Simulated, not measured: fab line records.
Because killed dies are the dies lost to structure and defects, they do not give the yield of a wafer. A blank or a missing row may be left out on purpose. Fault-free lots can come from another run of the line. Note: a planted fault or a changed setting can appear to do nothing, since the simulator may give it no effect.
The same fault as seen by 2 desks || flow sky130 || only its own numbers are on each desk; what lay behind them is given at the end

== THE TOOL OWNER'S DESK: pvd_sputter-04 ==
The tool's own readings at SKY_METAL2_SPUTTER_01 (material TiN, target thk 20 nm, time 16.7 s): means of the sampled wafers that have a number, for each lot that ran on this tool. If a lot's mean is further than 4 standard deviations from the usual mean, the lot is out of limits and carries the mark OUT (the distance appears in the brackets).
Columns: A = throttle_valve_pct at SKY_METAL2_SPUTTER_01, usual 29.5 %
{"lot": "L341", "first seen here": "day 36 17:03", "A": 29.3}
{"lot": "L343", "first seen here": "day 38 01:57", "A": 29.6}
{"lot": "L350", "first seen here": "day 39 11:14", "A": 28.9}
{"lot": "L351", "first seen here": "day 39 19:22", "A": 29.6}
Finding of this desk: none of the 4 lots has anything out of limits.

== METROLOGY DESK ==
What the gauges read for every lot (on any tool): the sampled wafers with a number, averaged. If a lot's mean is further than 4 standard deviations from the usual mean, the lot is out of limits and carries the mark OUT (the distance appears in the brackets).
Columns: A = CAP2M_TIN_THK at SKY_CAP2M_THK_MEAS_04, usual 199 nm; B = METAL4_OVL at SKY_METAL4_OVL_MEAS_14, usual 5 nm
{"lot": "L332", "first seen here": "day 39 18:20", "A": 201, "B": 10}
{"lot": "L335", "first seen here": "day 40 06:16", "A": 199, "B": -1}
{"lot": "L334", "first seen here": "day 40 12:35", "A": 198, "B": 0}
{"lot": "L336", "first seen here": "day 40 16:55", "A": 200, "B": 12}
{"lot": "L337", "first seen here": "day 41 01:20", "A": 200, "B": 2}
{"lot": "L338", "first seen here": "day 41 09:46", "A": 197, "B": -1}
{"lot": "L339", "first seen here": "day 41 22:31", "A": 200, "B": 1}
{"lot": "L340", "first seen here": "day 42 01:43", "A": 199, "B": 4}
{"lot": "L341", "first seen here": "day 42 07:45", "A": 200, "B": 9}
{"lot": "L343", "first seen here": "day 43 10:53", "A": 193, "B": 11}
{"lot": "L350", "first seen here": "day 44 17:02", "A": 197, "B": 7}
{"lot": "L351", "first seen here": "day 44 22:28", "A": 197, "B": 2}
{"lot": "L355", "first seen here": "day 46 06:39", "A": 201, "B": -2}
Finding of this desk: none of the 13 lots has anything out of limits.

== PUT TOGETHER ==
The tool owner's desk saw nothing out of limits.
Nothing out of limits was seen by the metrology desk.

== WHAT HAD BEEN PUT IN BY THE SIMULATOR ==
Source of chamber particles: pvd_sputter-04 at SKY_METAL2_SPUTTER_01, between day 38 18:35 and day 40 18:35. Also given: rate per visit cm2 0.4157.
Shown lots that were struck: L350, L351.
